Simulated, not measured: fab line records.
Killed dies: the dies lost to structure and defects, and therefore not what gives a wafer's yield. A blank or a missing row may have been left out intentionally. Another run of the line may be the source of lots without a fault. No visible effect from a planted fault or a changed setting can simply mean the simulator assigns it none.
fab line records | flow sky130
record: lots: 14 | wafers: 42 | last-day: 50
route steps=708 shown SONOS_ONO@183 POLY_GATE@205 LDD_P@257 LDD_HVN@277 LDD_HVP@287
lots that met no fault: taken from a fault-free run of the same line
start-h: hours from the record's first day to the start of the lot's first wafer shown | wait-h: how many hours have passed since the lot's step before this one | " same as the row above | L1.1+2: a single row standing in for several wafers | - no value present, or no start provided | * or withheld: withheld | < > ~ a bound
route shown NAME@n: NAME is a module with steps in the file, n the number in the route of the first one | usual: mean and standard deviation over wafers with no fault | same: alike in all rows | chamber/n: place in a boat | sites: readings site by site | _std_site: standard deviation of those values | _edge_site: inner sites' mean taken away from outer sites' mean | radius-mm: for every site, how far away it sits from the centre of the wafer | mask NAME#n: copy n | behind: the last tool/chamber to shape the wafer | hold: why the lot was held/for how many hours/how that ended | device: the transistor (n, p or np) that didn't switch | end of line: tests run on the same wafers once the route is complete | for a step that has no rows: nothing shown but its recipe | killed: dies lost to structure and defects at the first sort, not the wafer's yield | map: per-die view of a wafer (x killed, . not killed, _ where there is no die)
set.NAME: setting as actually run; set.NAME@STEP: the setting as run at that earlier step | model.NAME: the simulator's own value behind a step, which no gauge read
one table for each step of the route and one row for each wafer, over a sample of lots
services: the hour from which a tool's chamber was out of use, counted from the record's first day as start-h (under 0 if before that day), plus the number of hours and why
== steps ==
step: SKY_SONOS_ONO_ETCH_15
recipe: target-depth-nm: 19.52 | chemistry: CHF3/O2 | source-w: 600 | bias-w: 200 | pressure-mtorr: 40 | chf3-flow-sccm: 50 | O2_flow_sccm: 5 | time-s: 7.8
usual: drypump-motor-current-A: 5.7/0.63 | oes-product-au: 0.995/0.0098 | throttle-valve-pct: 8.823/0.01
lot.wafer | tool        | chamber | start-h | wait-h | drypump-motor-current-A | oes-product-au | rf-hours-counter-h | throttle-valve-pct
L891.1    | rie-diel-01 | 0       | 276.27  | 0.0    | 6.1                     | 0.987          | 70                 | 8.815
L891.2    | "           | 2       | "       | "      | 6.7                     | 1.004          | 36                 | 8.826
L891.3    | "           | 3       | "       | "      | 5.0                     | 1.014          | 17                 | 8.840
L892.1    | rie-diel-02 | 3       | 285.32  | 0.0    | 4.8                     | 1.004          | 7                  | 8.799
L892.3    | "           | 1       | "       | "      | 4.8                     | 1.007          | 59                 | 8.834
L892.6    | "           | 3       | "       | "      | 4.8                     | 1.000          | -                  | 8.831
L893.4    | rie-diel-03 | 3       | 295.12  | 0.0    | 5.4                     | 0.984          | 125                | 8.829
L893.5    | "           | 2       | "       | "      | 6.4                     | 0.990          | -                  | 8.830
L893.6    | "           | 1       | "       | "      | 6.0                     | 1.007          | -                  | 8.838
L895.1    | rie-diel-01 | 2       | 312.87  | 0.0    | 6.7                     | 0.994          | 37                 | 8.840
L895.2    | "           | 0       | "       | "      | 6.1                     | 0.981          | 70                 | 8.806
L895.5    | "           | 3       | "       | "      | 5.1                     | 1.010          | -                  | 8.834
L897.1    | rie-diel-03 | 2       | 322.27  | 0.0    | 6.4                     | 0.969          | 9                  | 8.840
L897.2    | "           | 1       | "       | "      | 6.0                     | 0.999          | 114                | 8.826
L897.5    | "           | 1       | "       | "      | 6.0                     | 0.996          | -                  | 8.829
L899.1    | rie-diel-03 | 2       | 358.32  | 0.0    | 6.4                     | 0.978          | 9                  | 8.824
L899.3    | "           | 1       | "       | "      | 6.0                     | 1.007          | 114                | 8.834
L899.6    | "           | 3       | "       | "      | 5.4                     | 0.998          | -                  | 8.831
L905.3    | rie-diel-03 | 1       | 396.32  | 0.0    | 6.0                     | 0.996          | 0                  | 8.829
L905.4    | "           | 0       | "       | "      | 5.8                     | 0.982          | 0                  | 8.819
L905.6    | "           | 2       | "       | "      | 6.4                     | 0.982          | -                  | 8.821
L906.3    | rie-diel-02 | 1       | 397.27  | 0.0    | 4.8                     | 0.997          | 61                 | 8.811
L906.4    | "           | 0       | "       | "      | 5.2                     | 1.001          | 11                 | 8.838
L906.6    | "           | 3       | "       | "      | 4.8                     | 0.996          | -                  | 8.816
L908.2    | rie-diel-03 | 0       | 416.22  | 0.0    | 5.8                     | 0.990          | 1                  | 8.827
L908.4    | "           | 3       | "       | "      | 5.4                     | 0.986          | 1                  | 8.823
L908.6    | "           | 3       | "       | "      | 5.4                     | 0.984          | -                  | 8.816
L911.2    | rie-diel-01 | 0       | 442.27  | 0.0    | 6.1                     | 0.990          | 73                 | 8.811
L911.3    | "           | 1       | "       | "      | 5.1                     | 0.997          | 47                 | 8.832
L911.5    | "           | 1       | "       | "      | 5.1                     | 1.000          | -                  | 8.813
L912.1    | rie-diel-02 | 1       | 447.77  | 0.0    | 4.8                     | 0.997          | 62                 | 8.848
L912.2    | "           | 3       | "       | "      | 4.8                     | 0.998          | 10                 | 8.837
L912.4    | "           | 2       | "       | "      | 6.6                     | 0.996          | 37                 | 8.824
L910.1    | rie-diel-01 | 1       | 450.02  | 0.0    | 5.0                     | 0.992          | 47                 | 8.820
L910.3    | "           | 2       | "       | "      | 6.7                     | 0.989          | 39                 | 8.810
L910.5    | "           | 0       | "       | "      | 6.1                     | 0.974          | -                  | 8.803
L913.1    | rie-diel-02 | 0       | 458.87  | 0.0    | 5.2                     | 1.004          | 12                 | 8.816
L913.2    | "           | 1       | "       | "      | 4.8                     | 1.013          | 63                 | 8.817
L913.4    | "           | 3       | "       | "      | 4.8                     | 1.004          | 10                 | 8.843
L914.1    | rie-diel-03 | 0       | 468.57  | 0.0    | 5.8                     | 0.990          | 2                  | 8.816
L914.4    | "           | 2       | "       | "      | 6.4                     | 1.002          | 11                 | 8.818
L914.5    | "           | 3       | "       | "      | 5.4                     | 0.994          | -                  | 8.827
step: SKY_POLY_GATE_THK_MEAS_01
recipe: reads: poly-Si_of_POLY_GATE_CVD_00
usual: POLY_GATE_CVD_00_THK: 180.5/1.2
lot.wafer | tool          | chamber | start-h | wait-h | POLY_GATE_CVD_00_THK[nm]
L891.1    | film-metro-01 | -       | 312.13  | 0.0    | 180.7
L891.2    | "             | -       | "       | "      | 181.5
L891.3    | "             | -       | "       | "      | 181.8
L892.1    | film-metro-03 | -       | 317.74  | 0.0    | 180.8
L892.3    | "             | -       | "       | "      | 181.4
L892.6    | "             | -       | "       | "      | 179.7
L893.4    | film-metro-04 | -       | 327.93  | 0.0    | 179.3
L893.5    | "             | -       | "       | "      | 179.6
L893.6    | "             | -       | "       | "      | 179.8
L895.1    | film-metro-03 | -       | 346.58  | 0.0    | 180.8
L895.2    | "             | -       | "       | "      | 180.4
L895.5    | "             | -       | "       | "      | 181.9
L897.1    | film-metro-03 | -       | 355.73  | 0.0    | 179.8
L897.2    | "             | -       | "       | "      | 180.7
L897.5    | "             | -       | "       | "      | 180.5
L899.1    | film-metro-01 | -       | 393.43  | 0.0    | 182.4
L899.3    | "             | -       | "       | "      | 181.5
L899.6    | "             | -       | "       | "      | 181.7
L905.3    | film-metro-03 | -       | 433.38  | 0.0    | 178.4
L905.4    | "             | -       | "       | "      | 179.1
L905.6    | "             | -       | "       | "      | 178.6
L906.3    | film-metro-04 | -       | 433.39  | 0.0    | 180.9
L906.4    | "             | -       | "       | "      | 180.6
L906.6    | "             | -       | "       | "      | 181.3
L908.2    | film-metro-03 | -       | 453.94  | 0.0    | 182.1
L908.4    | "             | -       | "       | "      | 182.4
L908.6    | "             | -       | "       | "      | 182.8
L911.2    | film-metro-04 | -       | 478.31  | 0.0    | 180.9
L911.3    | "             | -       | "       | "      | 182.5
L911.5    | "             | -       | "       | "      | 182.3
L910.1    | film-metro-04 | -       | 486.38  | 0.0    | 180.0
L910.3    | "             | -       | "       | "      | 178.8
L910.5    | "             | -       | "       | "      | 179.2
L912.1    | film-metro-03 | -       | 486.38  | 0.0    | 181.2
L912.2    | "             | -       | "       | "      | 180.5
L912.4    | "             | -       | "       | "      | 182.1
L913.1    | film-metro-01 | -       | 495.37  | 0.0    | 179.1
L913.2    | "             | -       | "       | "      | 180.9
L913.4    | "             | -       | "       | "      | 182.4
L914.1    | film-metro-03 | -       | 503.90  | 0.0    | 180.5
L914.4    | "             | -       | "       | "      | 181.9
L914.5    | "             | -       | "       | "      | 180.9
step: SKY_LDD_P_COAT_02
recipe: resist: NOVOLAK | spin-rpm: 3000 | resist-thk-nm: 1140
usual: chill-plate-temp-C: 23.00/0.1 | dispense-pressure-kPa: 50.9/1 | resist-line-temp-C: 23.02/0.087
lot.wafer | tool           | chamber | start-h | wait-h | chill-plate-temp-C | dispense-pressure-kPa | resist-line-temp-C
L891.1    | litho-track-02 | 0       | 415.54  | 0.1    | 23.16              | 48.8                  | 22.98
L891.2    | "              | 0       | "       | "      | 23.04              | 48.9                  | 23.09
L891.3    | "              | 0       | "       | "      | 22.93              | 48.8                  | 23.02
L892.1    | litho-track-02 | 0       | 421.74  | 0.1    | 22.90              | 48.9                  | 23.03
L892.3    | "              | 0       | "       | "      | 22.96              | 48.9                  | 23.14
L892.6    | "              | 0       | "       | "      | 23.05              | 48.9                  | 23.02
L893.4    | litho-track-04 | 0       | 436.64  | 0.1    | 22.92              | 51.6                  | 23.04
L893.5    | "              | 0       | "       | "      | 23.00              | 51.6                  | 23.12
L893.6    | "              | 0       | "       | "      | 22.93              | 51.6                  | 23.13
L895.1    | litho-track-01 | 0       | 457.52  | 0.1    | 22.96              | 50.2                  | 22.92
L895.2    | "              | 0       | "       | "      | 22.83              | 50.3                  | 23.17
L895.5    | "              | 0       | "       | "      | 22.99              | 50.2                  | 22.84
L897.1    | litho-track-04 | 0       | 467.21  | 0.1    | 23.03              | 51.6                  | 23.08
L897.2    | "              | 0       | "       | "      | 23.11              | 51.6                  | 22.82
L897.5    | "              | 0       | "       | "      | 23.19              | 51.6                  | 23.09
L899.1    | litho-track-04 | 0       | 505.21  | 0.1    | 23.09              | 51.6                  | 22.98
L899.3    | "              | 0       | "       | "      | 23.14              | 51.6                  | 22.98
L899.6    | "              | 0       | "       | "      | 22.97              | 51.7                  | 23.02
L905.3    | litho-track-01 | -       | 545.32  | 0.1    | -                  | -                     | -
L905.4    | "              | -       | "       | "      | -                  | -                     | -
L905.6    | "              | -       | "       | "      | -                  | -                     | -
L906.3    | litho-track-04 | -       | 546.71  | 0.1    | -                  | -                     | -
L906.4    | "              | -       | "       | "      | -                  | -                     | -
L906.6    | "              | -       | "       | "      | -                  | -                     | -
L908.2    | litho-track-04 | 0       | 568.29  | 0.1    | 23.01              | 51.5                  | 22.95
L908.4    | "              | 0       | "       | "      | 22.92              | 51.6                  | 23.07
L908.6    | "              | 0       | "       | "      | 23.08              | 51.6                  | 23.03
L911.2    | litho-track-04 | 0       | 588.84  | 0.1    | 23.05              | 51.6                  | 23.10
L911.3    | "              | 0       | "       | "      | 23.16              | 51.6                  | 22.92
L911.5    | "              | 0       | "       | "      | 22.93              | 51.6                  | 23.11
L912.1    | litho-track-04 | 0       | 595.11  | 0.1    | 23.11              | 51.6                  | 23.05
L912.2    | "              | 0       | "       | "      | 23.03              | 51.6                  | 22.93
L912.4    | "              | 0       | "       | "      | 22.96              | 51.6                  | 23.06
L910.1    | litho-track-02 | 0       | 597.09  | 0.1    | 23.05              | 48.9                  | 23.07
L910.3    | "              | 0       | "       | "      | 23.03              | 48.8                  | 23.09
L910.5    | "              | 0       | "       | "      | 23.09              | 48.9                  | 22.97
L913.1    | litho-track-01 | 0       | 604.02  | 0.1    | 23.09              | 50.2                  | 23.10
L913.2    | "              | 0       | "       | "      | 22.99              | 50.2                  | 23.13
L913.4    | "              | 0       | "       | "      | 23.06              | 50.3                  | 23.00
L914.1    | litho-track-04 | 0       | 613.11  | 0.1    | 23.08              | 51.6                  | 23.10
L914.4    | "              | 0       | "       | "      | 22.99              | 51.6                  | 22.99
L914.5    | "              | 0       | "       | "      | 22.86              | 51.6                  | 22.94
step: SKY_LDD_P_CD_MEAS_07
recipe: target-cd-nm: 380
usual: cd-nm: 380.1/2.9
lot.wafer | tool      | chamber | start-h | wait-h | cd-nm
L891.1    | cd-sem-02 | -       | 430.87  | 0.1    | 382.4
L891.2    | "         | -       | "       | "      | 380.2
L891.3    | "         | -       | "       | "      | 381.9
L892.1    | cd-sem-02 | -       | 437.47  | 0.1    | 382.1
L892.3    | "         | -       | "       | "      | 384.2
L892.6    | "         | -       | "       | "      | 382.9
L893.4    | cd-sem-01 | -       | 452.03  | 0.1    | 383.0
L893.5    | "         | -       | "       | "      | 381.7
L893.6    | "         | -       | "       | "      | 381.5
L895.1    | cd-sem-01 | -       | 473.47  | 0.1    | 379.4
L895.2    | "         | -       | "       | "      | 381.1
L895.5    | "         | -       | "       | "      | 378.9
L897.1    | cd-sem-01 | -       | 482.56  | 0.1    | 380.4
L897.2    | "         | -       | "       | "      | 381.4
L897.5    | "         | -       | "       | "      | 380.6
L899.1    | cd-sem-02 | -       | 521.14  | 0.1    | 383.6
L899.3    | "         | -       | "       | "      | 378.6
L899.6    | "         | -       | "       | "      | 379.3
L905.3    | cd-sem-02 | -       | 561.10  | 0.1    | -
L905.4    | "         | -       | "       | "      | -
L905.6    | "         | -       | "       | "      | -
L906.3    | cd-sem-02 | -       | 562.06  | 0.1    | -
L906.4    | "         | -       | "       | "      | -
L906.6    | "         | -       | "       | "      | -
L908.2    | cd-sem-01 | -       | 583.26  | 0.1    | 379.5
L908.4    | "         | -       | "       | "      | 376.4
L908.6    | "         | -       | "       | "      | 376.9
L911.2    | cd-sem-01 | -       | 603.39  | 0.1    | 375.2
L911.3    | "         | -       | "       | "      | 379.1
L911.5    | "         | -       | "       | "      | 376.2
L912.1    | cd-sem-02 | -       | 610.22  | 0.1    | 380.9
L912.2    | "         | -       | "       | "      | 380.1
L912.4    | "         | -       | "       | "      | 380.9
L910.1    | cd-sem-01 | -       | 611.41  | 0.1    | 384.8
L910.3    | "         | -       | "       | "      | 381.3
L910.5    | "         | -       | "       | "      | 385.6
L913.1    | cd-sem-01 | -       | 619.07  | 0.1    | 378.3
L913.2    | "         | -       | "       | "      | 376.2
L913.4    | "         | -       | "       | "      | 376.3
L914.1    | cd-sem-02 | -       | 627.47  | 0.1    | 377.2
L914.4    | "         | -       | "       | "      | 377.2
L914.5    | "         | -       | "       | "      | 378.7
step: SKY_LDD_HVN_TW_MEAS_10
usual: LDD_HVN_TW: 1436/9.4
lot.wafer | tool          | chamber | start-h | wait-h | LDD_HVN_TW
L891.1    | film-metro-03 | -       | 461.85  | 0.1    | 1428
L891.2    | "             | -       | "       | "      | 1435
L891.3    | "             | -       | "       | "      | 1434
L892.1    | film-metro-04 | -       | 469.32  | 0.1    | 1448
L892.3    | "             | -       | "       | "      | 1454
L892.6    | "             | -       | "       | "      | 1442
L893.4    | film-metro-01 | -       | 483.90  | 0.1    | 1425
L893.5    | "             | -       | "       | "      | 1423
L893.6    | "             | -       | "       | "      | 1414
L895.1    | film-metro-03 | -       | 504.47  | 0.1    | 1435
L895.2    | "             | -       | "       | "      | 1444
L895.5    | "             | -       | "       | "      | 1432
L897.1    | film-metro-04 | -       | 513.90  | 0.1    | 1442
L897.2    | "             | -       | "       | "      | 1442
L897.5    | "             | -       | "       | "      | 1444
L899.1    | film-metro-04 | -       | 551.65  | 0.1    | 1451
L899.3    | "             | -       | "       | "      | 1451
L899.6    | "             | -       | "       | "      | 1448
L905.3    | film-metro-01 | -       | 590.07  | 0.1    | 1467
L905.4    | "             | -       | "       | "      | 1474
L905.6    | "             | -       | "       | "      | 1456
L906.3    | film-metro-03 | -       | 591.92  | 0.1    | 1465
L906.4    | "             | -       | "       | "      | 1475
L906.6    | "             | -       | "       | "      | 1466
L908.2    | film-metro-03 | -       | 613.31  | 0.1    | 1438
L908.4    | "             | -       | "       | "      | 1439
L908.6    | "             | -       | "       | "      | 1436
L911.2    | film-metro-01 | -       | 633.26  | 0.1    | 1433
L911.3    | "             | -       | "       | "      | 1425
L911.5    | "             | -       | "       | "      | 1430
L912.1    | film-metro-01 | -       | 639.55  | 0.1    | 1437
L912.2    | "             | -       | "       | "      | 1428
L912.4    | "             | -       | "       | "      | 1421
L910.1    | film-metro-03 | -       | 639.85  | 0.1    | 1438
L910.3    | "             | -       | "       | "      | 1431
L910.5    | "             | -       | "       | "      | 1443
L913.1    | film-metro-01 | -       | 648.27  | 0.1    | 1441
L913.2    | "             | -       | "       | "      | 1435
L913.4    | "             | -       | "       | "      | 1441
L914.1    | film-metro-01 | -       | 656.95  | 0.1    | 1440
L914.4    | "             | -       | "       | "      | 1448
L914.5    | "             | -       | "       | "      | 1430
step: SKY_LDD_HVP_STRIP_09
recipe: chemistry: O2/N2 | power-w: 1400 | pressure-mtorr: 1500 | platen-temp-c: withheld | o2-flow-sccm: 3000 | n2-flow-sccm: 300 | overash-fraction: 0.5
usual: drypump-motor-current-A: 5.7/0.46 | oes-product-au: 0.408/0.0044 | strip-time-to-endpoint-s: 4.134/0.014
lot.wafer | tool            | chamber | start-h | wait-h | drypump-motor-current-A | oes-product-au | rf-hours-counter-h | strip-time-to-endpoint-s
L891.1    | plasma-asher-04 | 0       | 492.62  | 0.1    | 6.0                     | 0.401          | 6                  | 4.153
L891.2    | "               | 1       | "       | "      | 5.9                     | 0.411          | 6                  | 4.142
L891.3    | "               | 0       | "       | "      | 6.0                     | 0.404          | -                  | 4.152
L892.1    | plasma-asher-04 | 1       | 500.05  | 0.1    | 5.9                     | 0.409          | 7                  | 4.107
L892.3    | "               | 1       | "       | "      | 6.0                     | 0.400          | -                  | 4.122
L892.6    | "               | 1       | "       | "      | 5.9                     | 0.400          | -                  | 4.128
L893.4    | plasma-asher-04 | 1       | 514.43  | 0.1    | 5.9                     | 0.409          | -                  | 4.151
L893.5    | "               | 1       | "       | "      | 5.9                     | 0.411          | -                  | 4.122
L893.6    | "               | 0       | "       | "      | 6.0                     | 0.405          | -                  | 4.130
L895.1    | plasma-asher-04 | 1       | 535.10  | 0.1    | 5.9                     | 0.405          | 12                 | 4.123
L895.2    | "               | 0       | "       | "      | 6.0                     | 0.406          | 12                 | 4.131
L895.5    | "               | 0       | "       | "      | 6.0                     | 0.410          | -                  | 4.150
L897.1    | plasma-asher-01 | 1       | 543.75  | 0.1    | 5.6                     | 0.409          | 73                 | 4.120
L897.2    | "               | 0       | "       | "      | 6.3                     | 0.412          | 73                 | 4.139
L897.5    | "               | 0       | "       | "      | 6.3                     | 0.401          | -                  | 4.125
L899.1    | plasma-asher-02 | 0       | 581.95  | 0.1    | 4.8                     | 0.404          | 43                 | 4.125
L899.3    | "               | 1       | "       | "      | 5.8                     | 0.415          | -                  | 4.127
L899.6    | "               | 0       | "       | "      | 4.8                     | 0.411          | -                  | 4.143
L905.3    | plasma-asher-02 | 1       | 619.28  | 0.1    | 5.8                     | 0.409          | -                  | 4.132
L905.4    | "               | 0       | "       | "      | 4.8                     | 0.411          | -                  | 4.120
L905.6    | "               | 1       | "       | "      | 5.8                     | 0.408          | -                  | 4.138
L906.3    | plasma-asher-01 | 1       | 620.86  | 0.1    | 5.6                     | 0.412          | -                  | 4.130
L906.4    | "               | 0       | "       | "      | 6.3                     | 0.415          | -                  | 4.122
L906.6    | "               | 0       | "       | "      | 6.3                     | 0.416          | -                  | 4.121
L908.2    | plasma-asher-04 | 1       | 641.80  | 0.1    | 5.9                     | 0.407          | 22                 | 4.142
L908.4    | "               | 1       | "       | "      | 5.9                     | 0.413          | -                  | 4.129
L908.6    | "               | 0       | "       | "      | 6.0                     | 0.404          | -                  | 4.109
L911.2    | plasma-asher-01 | 0       | 660.55  | 0.1    | 6.3                     | 0.411          | 85                 | 4.110
L911.3    | "               | 1       | "       | "      | 5.6                     | 0.410          | -                  | 4.148
L911.5    | "               | 0       | "       | "      | 6.3                     | 0.415          | -                  | 4.131
L912.1    | plasma-asher-02 | 1       | 667.84  | 0.1    | 5.8                     | 0.409          | 52                 | 4.148
L912.2    | "               | 0       | "       | "      | 4.8                     | 0.399          | 52                 | 4.158
L912.4    | "               | 0       | "       | "      | 4.8                     | 0.411          | -                  | 4.145
L910.1    | plasma-asher-04 | 1       | 668.15  | 0.1    | 5.9                     | 0.411          | 25                 | 4.112
L910.3    | "               | 0       | "       | "      | 6.0                     | 0.410          | -                  | 4.112
L910.5    | "               | 1       | "       | "      | 5.9                     | 0.406          | -                  | 4.115
L913.1    | plasma-asher-02 | 1       | 676.25  | 0.1    | 5.8                     | 0.411          | 53                 | 4.105
L913.2    | "               | 0       | "       | "      | 4.8                     | 0.409          | 53                 | 4.149
L913.4    | "               | 0       | "       | "      | 4.8                     | 0.408          | -                  | 4.131
L914.1    | plasma-asher-01 | 1       | 685.45  | 0.1    | 5.6                     | 0.417          | 87                 | 4.144
L914.4    | "               | 1       | "       | "      | 5.6                     | 0.401          | -                  | 4.130
L914.5    | "               | 1       | "       | "      | 5.6                     | 0.404          | -                  | 4.140
step: SKY_LDD_HVP_TW_MEAS_10
usual: LDD_HVP_TW: 457/3.5
lot.wafer | tool          | chamber | start-h | wait-h | LDD_HVP_TW
L891.1    | film-metro-02 | -       | 492.72  | 0.1    | 464
L891.2    | "             | -       | "       | "      | 462
L891.3    | "             | -       | "       | "      | 461
L892.1    | film-metro-03 | -       | 500.15  | 0.1    | 453
L892.3    | "             | -       | "       | "      | 458
L892.6    | "             | -       | "       | "      | 455
L893.4    | film-metro-01 | -       | 514.53  | 0.1    | 450
L893.5    | "             | -       | "       | "      | 455
L893.6    | "             | -       | "       | "      | 452
L895.1    | film-metro-01 | -       | 535.20  | 0.1    | 458
L895.2    | "             | -       | "       | "      | 455
L895.5    | "             | -       | "       | "      | 452
L897.1    | film-metro-03 | -       | 543.85  | 0.1    | 458
L897.2    | "             | -       | "       | "      | 460
L897.5    | "             | -       | "       | "      | 460
L899.1    | film-metro-02 | -       | 582.05  | 0.1    | 462
L899.3    | "             | -       | "       | "      | 464
L899.6    | "             | -       | "       | "      | 461
L905.3    | film-metro-03 | -       | 619.37  | 0.1    | 694
L905.4    | "             | -       | "       | "      | 699
L905.6    | "             | -       | "       | "      | 694
L906.3    | film-metro-03 | -       | 620.94  | 0.1    | 692
L906.4    | "             | -       | "       | "      | 695
L906.6    | "             | -       | "       | "      | 698
L908.2    | film-metro-02 | -       | 641.91  | 0.1    | 464
L908.4    | "             | -       | "       | "      | 464
L908.6    | "             | -       | "       | "      | 462
L911.2    | film-metro-01 | -       | 660.66  | 0.1    | 461
L911.3    | "             | -       | "       | "      | 461
L911.5    | "             | -       | "       | "      | 458
L912.1    | film-metro-03 | -       | 667.94  | 0.1    | 455
L912.2    | "             | -       | "       | "      | 455
L912.4    | "             | -       | "       | "      | 454
L910.1    | film-metro-01 | -       | 668.25  | 0.1    | 459
L910.3    | "             | -       | "       | "      | 456
L910.5    | "             | -       | "       | "      | 456
L913.1    | film-metro-03 | -       | 676.35  | 0.1    | 455
L913.2    | "             | -       | "       | "      | 455
L913.4    | "             | -       | "       | "      | 455
L914.1    | film-metro-03 | -       | 685.55  | 0.1    | 454
L914.4    | "             | -       | "       | "      | 455
L914.5    | "             | -       | "       | "      | 455
== services ==
tool            | chamber | start-h | hours | kind
rie-diel-02     | 0       | 262.74  | 4.3   | repair
rie-diel-03     | 2       | 273.28  | 2.6   | repair
plasma-asher-02 | -       | 282.42  | 6.6   | repair
rie-diel-02     | 0       | 284.30  | 11.7  | repair
rie-diel-03     | -       | 300.77  | 1.2   | repair
plasma-asher-02 | -       | 310.47  | 1.7   | repair
rie-diel-02     | -       | 321.73  | 2.8   | pm
rie-diel-03     | -       | 322.65  | 1.6   | repair
plasma-asher-02 | -       | 324.24  | 2.8   | pm
plasma-asher-01 | -       | 328.39  | 4.3   | pm
plasma-asher-02 | -       | 332.69  | 6.3   | repair
rie-diel-01     | 3       | 340.34  | 9.1   | repair
plasma-asher-04 | -       | 342.05  | 1.4   | repair
rie-diel-01     | 2       | 342.31  | 9.1   | repair
rie-diel-01     | 0       | 355.70  | 2.0   | repair
rie-diel-02     | 2       | 360.13  | 16.5  | repair
rie-diel-02     | 1       | 366.26  | 3.0   | repair
plasma-asher-04 | -       | 421.25  | 9.0   | pm
rie-diel-03     | 2       | 425.63  | 8.2   | repair
rie-diel-03     | 0       | 493.23  | 6.5   | repair
rie-diel-03     | -       | 514.32  | 0.5   | repair
rie-diel-03     | 2       | 562.62  | 4.9   | repair
rie-diel-03     | 3       | 609.76  | 6.2   | repair
rie-diel-03     | -       | 645.07  | 2.6   | repair
== key ==
first-sign: step: SKY_LDD_P_COAT_02 | reading: tool-record | direction: missing
effect: step: SKY_LDD_P_CD_MEAS_07 | reading: cd-nm | direction: missing
effect: step: SKY_LDD_HVN_TW_MEAS_10 | reading: LDD_HVN_TW | direction: up | sigmas: 3.4 | usual: 1436 | struck: 1467
effect: step: SKY_LDD_HVP_TW_MEAS_10 | reading: LDD_HVP_TW | direction: up | sigmas: 67 | usual: 457 | struck: 695
met-at SKY_LDD_P_COAT_02
struck-lots L905,L906
sort-left-out L905.3,L905.4,L905.6,L906.3,L906.4,L906.6
tester-left-out L905,L906
not-acting-at SKY_SONOS_ONO_ETCH_15,SKY_POLY_GATE_THK_MEAS_01,SKY_LDD_HVP_STRIP_09
onset-between 505.21 545.32
fault: kind: skipped-step-whole | tool: litho-track-01,litho-track-04 | chamber: - | onset-h: 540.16 | steps: SKY_LDD_P_COAT_02 | scope: struck-lots-only
tester-left-out: of these lots the tester's yield and bins aren't shown, on N5 and GAA mostly nor the transistor test; their killed dies are dies lost to structure and defects alone, not to doping, threshold or leakage, so they don't give the yield
sort-left-out: the simulated sort isn't trusted on such a fault, so these wafers' sort isn't shown, and their yield isn't known
